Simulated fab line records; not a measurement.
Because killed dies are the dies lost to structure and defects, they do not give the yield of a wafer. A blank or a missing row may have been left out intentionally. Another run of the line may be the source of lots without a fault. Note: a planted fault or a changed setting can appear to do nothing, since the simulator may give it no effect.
Split-lot experiment -- flow sfq-line -- 5 lots, 23 wafers read, on a route of 325 steps

SPLIT DETAILS
At SFQ_TRILAYER_I1_CMP_CMP_046 (polishes SiO2), the setting leave-above-ref-nm was moved away from the recipe's 200 nm on 7 of the 23 wafers read, by -6.5% to +2.2%. This setting was run at the recipe's value on the other wafers.

There is no step in the file separating the split from the reading.

THE READING
thk-nm, in nm, at SFQ_TRILAYER_I1_METRO_MEASURE_047. A value of 199.8 nm with a standard deviation of 1.1 nm is what fault-free wafers of this fab line usually give.

wafer,"tool, chamber at the split","leave-above-ref-nm as run, nm",against the recipe,"thk-nm, nm",against lot-mates on the recipe
L074.1,"cmp-02, 1",200,recipe,198.5,-
L074.2,"cmp-02, 0",200,recipe,197.8,-
L074.3,"cmp-02, 3",200,recipe,199.7,-
L074.5,"cmp-02, 3",200,recipe,199.5,-
L074.6,"cmp-02, 0",200,recipe,198.3,-
L077.2,"cmp-02, 3",204.5,+2.2%,204.6,+4.4
L077.3,"cmp-02, 1",200,recipe,199.8,-
L077.4,"cmp-02, 0,3",200,recipe,200.4,-
L077.5,"cmp-02, 0,3",200,recipe,200.4,-
L077.6,"cmp-02, 2",204.5,+2.2%,206.0,+5.8
L081.1,"cmp-01, 1",187,-6.5%,186.5,-13.0
L081.2,"cmp-01, 0",187,-6.5%,185.6,-13.9
L081.3,"cmp-01, 2",200,recipe,200.1,-
L081.4,"cmp-01, 3",187,-6.5%,185.9,-13.6
L081.5,"cmp-01, 2",200,recipe,198.9,-
L082.2,"cmp-02, 3",200,recipe,199.6,-
L082.3,"cmp-02, 0",200,recipe,200.5,-
L082.4,"cmp-02, 1",200,recipe,199.5,-
L085.1,"cmp-01, 2",192.4,-3.8%,192.3,-6.3
L085.2,"cmp-01, 3",200,recipe,199.1,-
L085.3,"cmp-01, 0",200,recipe,198.4,-
L085.5,"cmp-01, 3",192.4,-3.8%,191.9,-6.7
L085.6,"cmp-01, 0",200,recipe,198.4,-
If several chambers appear in one row, that row covers several wafers at once and the file leaves open which wafer was in which chamber.

THE FIT
A straight line over all 23 wafers: thk-nm changes by +2.09 nm for each +1% of leave-above-ref-nm; r = +0.99; the points scatter about the line by 0.87 nm.
The same after taking each lot's own level away (the mean of its wafers on the recipe; 23 wafers): +2.04 nm for each +1%; r = +0.99; scatter 0.67 nm.
Per that fit: largest leave-above-ref-nm move, reading shift of 13 nm.
Across the lots, their own levels run from 198.63 to 200.20 nm, a range of 1.4 times the standard deviation given above.
The two slopes agree, so the slope changes little with the lot-to-lot level.
Check: for one of the wafers moved furthest among these (-6.5%), held out of the fit, the line's prediction against its lot-mates is -13.2 nm. It came out at -13 nm against them.

THE OTHER SPLITS THESE WAFERS WENT THROUGH
Note: prior to the reading, these wafers also went through further splits. Each is held against what the fit with the lots' levels taken away leaves over:
other split on the same wafers,wafers away from the commonest value,r with thk-nm (lot level and that fit taken away)
SFQ_TRILAYER_INCOMING_OXIDATION_002 ox-time-s,18,+0.00
SFQ_TRILAYER_L0_LITHO_COAT_005 spin-rpm,7,+0.00
SFQ_TRILAYER_L0_LITHO_PEB_008 peb-time-s,9,-0.07
SFQ_TRILAYER_M0_DEP_SPUTTER_019 time-s,8,-0.05
SFQ_TRILAYER_M0_LITHO_PEB_024 peb-time-s,6,-0.28
SFQ_TRILAYER_M0_ETCH_METAL_ETCH_024 pressure-mtorr,18,-0.24
SFQ_TRILAYER_I0_VIA_LITHO_COAT_031 spin-rpm,7,+0.17
SFQ_TRILAYER_M1_LITHO_COAT_039 resist-thk-nm,8,+0.07

THE WHOLE CHAIN: every reading that the file lists as answering this split, in the file's order
step,what it does,reading,change (the file's fit),r (the file's)
SFQ_TRILAYER_I1_CMP_CMP_046,polishes SiO2,"SiO2_of_TRILAYER_I1_DEP_PECVD_045.thk-nm (the simulator's own value, which no gauge read)",+2.01 nm for each +1% of the setting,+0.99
SFQ_TRILAYER_I1_METRO_MEASURE_047,,thk-nm,+2.01 nm for each +1% of the setting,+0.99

THE FILE'S OWN FIT
thk-nm changes by +2.01 nm for each +1% of leave-above-ref-nm, r = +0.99.
